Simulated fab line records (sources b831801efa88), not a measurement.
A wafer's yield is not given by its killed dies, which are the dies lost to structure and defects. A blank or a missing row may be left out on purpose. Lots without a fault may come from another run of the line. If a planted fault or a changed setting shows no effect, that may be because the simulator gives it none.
A lot that was struck, set against a sound lot + flow sky130 + 15 out of 708 route steps
Sound: the wafers L133.2, L133.4, L133.5. Wafers struck: L136.1, L136.5, L136.6. Last of all comes the cause.
Per side, at each step with rows, come the tool, then ch with its chambers, and then its first start. Under that, the readings that differ: sound wafers + struck wafers + difference of the means + sigmas: that difference in standard deviations of wafers without a fault.
alike: same words and numbers on both sides, and readings whose means sit less than 2 such deviations apart. not compared: any withheld reading, any reading some wafer has no value for, any bound like >300 that may hide the same value, and any number with overlapping values for which the record gives no deviation.
Wherever a step has rows on one side only, a row that says differs or no value, or a row with sigmas, the two part there. When numbers do not overlap yet have no deviation, they are printed without sigmas and do not part them. A reading that every wafer of one side lacks parts them only if that side has two wafers or more.

first, 4 steps without rows for these wafers: SKY_PWDE_SOFTBAKE_03; SKY_PWDE_EXPOSE_04 (exposes mask PWDEM, target cd 840 nm); SKY_PWDE_PEB_05; SKY_PWDE_DEVELOP_06 (develop time 60 s).
SKY_PWDE_OVL_MEAS_07:
  struck on overlay-02, day 6 13:46; sound on overlay-01, day 5 18:48
  alike: PWDE_OVL
then, 1 step without rows for these wafers: SKY_PWDE_IMPLANT_08.
SKY_PWDE_STRIP_09: strips in O2/N2.
  sound on plasma asher-04 ch 0,1, day 5 18:59; struck on plasma asher-03 ch 0,1, day 6 13:57
  alike: drypump motor current A, oes product au, strip time to endpoint s
  not compared: rf hours counter h
SKY_PWDE_TW_MEAS_10:
  struck on film metro-04, day 6 14:03; sound on film metro-01, day 5 19:05
  alike: PWDE_TW
then, 4 steps without rows for these wafers: SKY_NWELL_DEHYDRATE_03 (time 60 s); SKY_NWELL_HMDS_04 (prime time 60 s); SKY_NWELL_COAT_05 (resist thk 3000 nm); SKY_NWELL_SOFTBAKE_06.
SKY_NWELL_EXPOSE_07: exposes mask NWM, target cd 840 nm.
  sound on iline stepper-01 ch 0, day 6 03:11; struck on iline stepper-02 ch 0, day 6 23:41
| reading | sound             | struck                     | difference | sigmas |
|---------|-------------------|----------------------------|------------|--------|
| mask    | NWM#0 NWM#0 NWM#0 | NWM_R1#0 NWM_R1#0 NWM_R1#0 | differs    |        |
then, 1 step without rows for these wafers: SKY_NWELL_PEB_08.
-- the record jumps here: 43 days lie between the struck wafers' starts before and after (it left off in module NWELL and takes up again in module PAD_OPEN, whose first step shown is number 708 of the route) --
SKY_PAD_OPEN_PROBE_99:
  struck on prober-01, day 50 04:53; sound on prober-01, day 47 12:41
| reading                                 | sound                         | struck                                                                     | difference                   | sigmas |
|-----------------------------------------|-------------------------------|----------------------------------------------------------------------------|------------------------------|--------|
| hold                                    | - - -                         | await dispo/1.6h/release await dispo/1.6h/release await dispo/1.6h/release | no value on the sound wafers |        |
| model.etest.pfet_16v.r on ohm um        | 1.525e+04 1.53e+04 1.559e+04  | 1.438e+04 1.431e+04 1.434e+04                                              | -1.037e+03                   |        |
| model.etest.nfet_16v.r on ohm um        | 1.451e+04 1.437e+04 1.433e+04 | 1.404e+04 1.412e+04 1.404e+04                                              | -3.367e+02                   |        |
| model.etest.res nwell.line ohm um       | 1133 1124 1160                | 1340 1318 1332                                                             | +191                         |        |
| model.etest.res nwell.width nm (nm)     | 841.4 846.2 843.6             | 728.1 738.4 734.5                                                          | -110.1                       |        |
| model.etest.res iso pwell.width nm (nm) | 2638 2653 2654                | 2719 2712 2702                                                             | +63                          |        |
| model.etest.pfet_16v.drive ua um        | 240.8 242.1 240.8             | 263.2 264.3 267.4                                                          | +23.7                        |        |

WHERE THEY PART
At SKY_NWELL_EXPOSE_07 first; at SKY_PAD_OPEN_PROBE_99 last (within this record only).

WHY: the cause the simulator had injected
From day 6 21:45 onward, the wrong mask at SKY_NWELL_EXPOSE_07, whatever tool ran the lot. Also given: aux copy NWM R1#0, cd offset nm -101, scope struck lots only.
